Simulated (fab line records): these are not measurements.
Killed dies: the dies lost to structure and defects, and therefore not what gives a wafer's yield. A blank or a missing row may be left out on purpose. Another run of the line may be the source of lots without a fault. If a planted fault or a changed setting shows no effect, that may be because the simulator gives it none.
The tool behind it: which one? | flow sky130 | 11 lots with 33 wafers sampled at 5 steps, on a route of 708 steps

== WHAT THE GAUGES SHOWED, per wafer ==
SKY_LI_CONTACT_BOW_MEAS_03.
lot  | measured     | on            | LI_CONTACT_BOW (um)
L633 | day 28 11:00 | film metro-04 | 62 57 54
L635 | day 29 08:00 | film metro-01 | 54 62 66
L640 | day 30 18:20 | film metro-03 | 60 49 71
L641 | day 31 01:15 | film metro-04 | 49 64 59
L648 | day 33 12:39 | film metro-03 | 61 56 64
L649 | day 33 18:18 | film metro-04 | 48 56 54
L651 | day 34 09:56 | film metro-04 | 56 57 56
L652 | day 34 11:45 | film metro-03 | 56 51 61
L653 | day 34 22:20 | film metro-03 | 69 63 64
L654 | day 35 04:57 | film metro-03 | 61 55 59
L655 | day 35 14:11 | film metro-03 | 52 54 46

SKY_LOCAL_INTERCONNECT_THK_MEAS_02: measures by xrf.
lot  | measured     | on            | LOCAL_INTERCONNECT_TIN_THK (nm)
L633 | day 29 16:39 | film metro-01 | 96.5 97.9 97.1
L635 | day 30 13:37 | film metro-02 | 99.4 97.5 100.8
L640 | day 31 23:38 | film metro-01 | 97.3 98.7 99.0
L641 | day 32 06:15 | film metro-02 | 97.6 100.9 98.5
L648 | day 34 16:51 | film metro-01 | 98.7 97.7 98.3
L649 | day 34 22:34 | film metro-04 | 99.1 99.3 97.4
L651 | day 35 14:31 | film metro-02 | 97.9 97.8 99.5
L652 | day 35 15:29 | film metro-02 | 99.2 101.0 102.3
L653 | day 36 02:13 | film metro-02 | 99.3 98.4 97.1
L654 | day 36 09:13 | film metro-02 | 97.4 100.2 99.7
L655 | day 36 18:17 | film metro-02 | 96.2 97.4 99.0

== WHICH TOOL RAN EACH LOT (tool, then ch and the chambers of the sampled wafers, then the start) ==
lot  | SKY_LI_CONTACT_ETCH_14             | SKY_LI_CONTACT_STRIP_16              | SKY_LI_CONTACT_SPUTTER_19
L633 | rie diel-01 ch 0,1, day 29 15:18   | plasma asher-04 ch 0,1, day 29 15:26 | pvd sputter-02, day 29 15:44
L635 | rie diel-03 ch 0,1, day 30 12:16   | plasma asher-02 ch 0,1, day 30 12:23 | pvd sputter-03, day 30 12:41
L640 | rie diel-01 ch 1,2, day 31 22:09   | plasma asher-04 ch 0, day 31 22:17   | pvd sputter-02, day 31 22:34
L641 | rie diel-01 ch 0,2,3, day 32 04:54 | plasma asher-02 ch 0,1, day 32 05:02 | pvd sputter-03, day 32 05:20
L648 | rie diel-04 ch 0,2,3, day 34 15:30 | plasma asher-04 ch 0,1, day 34 15:38 | pvd sputter-02, day 34 15:56
L649 | rie diel-03 ch 0,2,3, day 34 21:12 | plasma asher-04 ch 0,1, day 34 21:20 | pvd sputter-02, day 34 21:38
L651 | rie diel-03 ch 0,2, day 35 13:09   | plasma asher-03 ch 0,1, day 35 13:19 | pvd sputter-02, day 35 13:35
L652 | rie diel-01 ch 0,1,3, day 35 14:07 | plasma asher-02 ch 1, day 35 14:14   | pvd sputter-04, day 35 14:33
L653 | rie diel-04 ch 0,1,2, day 36 00:52 | plasma asher-02 ch 0,1, day 36 00:59 | pvd sputter-03, day 36 01:17
L654 | rie diel-04 ch 0,2,3, day 36 07:36 | plasma asher-02 ch 0,1, day 36 07:44 | pvd sputter-03, day 36 08:02
L655 | rie diel-04 ch 1,3, day 36 16:55   | plasma asher-02 ch 1, day 36 17:02   | pvd sputter-04, day 36 17:21
- SKY_LI_CONTACT_ETCH_14: etches BARC in N2/H2, stops on SiO2, time 45.9 s, target depth 60 nm.
- SKY_LI_CONTACT_STRIP_16: strips in O2/N2.
- SKY_LI_CONTACT_SPUTTER_19: material Ti, target thk 20 nm, time 106.37 s.

== AS READ BY THE TOOLS THEMSELVES (means over the sampled wafers that have a number; for cases with no such wafer, the mark the record gives instead) ==
SKY_LI_CONTACT_ETCH_14.
lot  | tool        | drypump motor current A (A) | h2 flow sccm (sccm) | oes product au (a.u.) | run length s (s) | throttle valve pct (%)
L633 | rie diel-01 | 5.1                         | 199.7               | 0.856                 | 73.6             | 13.221
L635 | rie diel-03 | 5.7                         | 200.3               | 0.854                 | 74.6             | 13.226
L640 | rie diel-01 | 5.9                         | 200.0               | 0.643                 | 110.0            | 13.207
L641 | rie diel-01 | 5.5                         | 199.2               | 0.649                 | 109.8            | 13.214
L648 | rie diel-04 | 6.0                         | 199.3               | 0.857                 | 73.7             | 13.217
L649 | rie diel-03 | 5.5                         | 199.7               | 0.853                 | 74.4             | 13.224
L651 | rie diel-03 | 5.5                         | 200.5               | 0.854                 | 74.2             | 13.227
L652 | rie diel-01 | 5.3                         | 200.1               | 0.856                 | 74.2             | 13.214
L653 | rie diel-04 | 6.1                         | 200.2               | 0.858                 | 73.5             | 13.218
L654 | rie diel-04 | 6.0                         | 199.7               | 0.863                 | 73.5             | 13.223
L655 | rie diel-04 | 5.9                         | 200.4               | 0.853                 | 73.4             | 13.232

SKY_LI_CONTACT_STRIP_16.
lot  | tool            | drypump motor current A (A) | oes product au (a.u.) | strip time to endpoint s (s)
L633 | plasma asher-04 | 5.3                         | 0.375                 | 3.50
L635 | plasma asher-02 | 5.9                         | 0.382                 | 3.55
L640 | plasma asher-04 | 5.7                         | 0.358                 | 3.08
L641 | plasma asher-02 | 5.8                         | 0.362                 | 3.09
L648 | plasma asher-04 | 5.3                         | 0.373                 | 3.49
L649 | plasma asher-04 | 5.2                         | 0.376                 | 3.53
L651 | plasma asher-03 | 5.9                         | 0.377                 | 3.53
L652 | plasma asher-02 | 5.7                         | 0.378                 | 3.52
L653 | plasma asher-02 | 5.8                         | 0.381                 | 3.56
L654 | plasma asher-02 | 5.9                         | 0.379                 | 3.49
L655 | plasma asher-02 | 5.7                         | 0.369                 | 3.45

SKY_LI_CONTACT_SPUTTER_19.
lot  | tool           | substrate temp c (C) | throttle valve pct (%)
L633 | pvd sputter-02 | 200.00               | 31.1
L635 | pvd sputter-03 | 200.01               | 29.2
L640 | pvd sputter-02 | 200.10               | 30.8
L641 | pvd sputter-03 | 199.94               | 29.4
L648 | pvd sputter-02 | 200.04               | 31.1
L649 | pvd sputter-02 | 200.07               | 30.7
L651 | pvd sputter-02 | 199.99               | 30.6
L652 | pvd sputter-04 | 200.15               | 29.3
L653 | pvd sputter-03 | 200.09               | 29.4
L654 | pvd sputter-03 | 199.81               | 29.2
L655 | pvd sputter-04 | 199.87               | 29.6

== THE ANSWER, worked out from the rows above alone ==
Rule: usual is defined by the lots themselves. The widest of any qualifying gaps counts: lots, ordered by their means at a reading, are off when they make up no more than a third of the lots, leave a main group of 4 or more, and stand apart from it by 3 or more times the standard deviation of that group's means. A main group is skipped when, at the precision printed for the reading in the tables above, its means are all equal. A lot without any number at a reading at which 4 lots or more have one is off too. Where the step has rows for the other lots, those lots are counted as sound. The gauges are gone through in route order, then the tools' own readings, and for those a lot's mean is taken as printed above. At the first step where some lot is off, the reading lying furthest off is the one used; lots without a number count as furthest.
Off: L640, L641 (SKY_LI_CONTACT_ETCH_14, run length s). For the main group the mean is 73.9 s and the standard deviation 0.42.
A tool fits if, at that step or a process step before it, it ran every lot that is off, and no sound lot after the first of them. Not one of the candidates tried fits.

== WHAT HAD BEEN PUT IN BY THE SIMULATOR ==
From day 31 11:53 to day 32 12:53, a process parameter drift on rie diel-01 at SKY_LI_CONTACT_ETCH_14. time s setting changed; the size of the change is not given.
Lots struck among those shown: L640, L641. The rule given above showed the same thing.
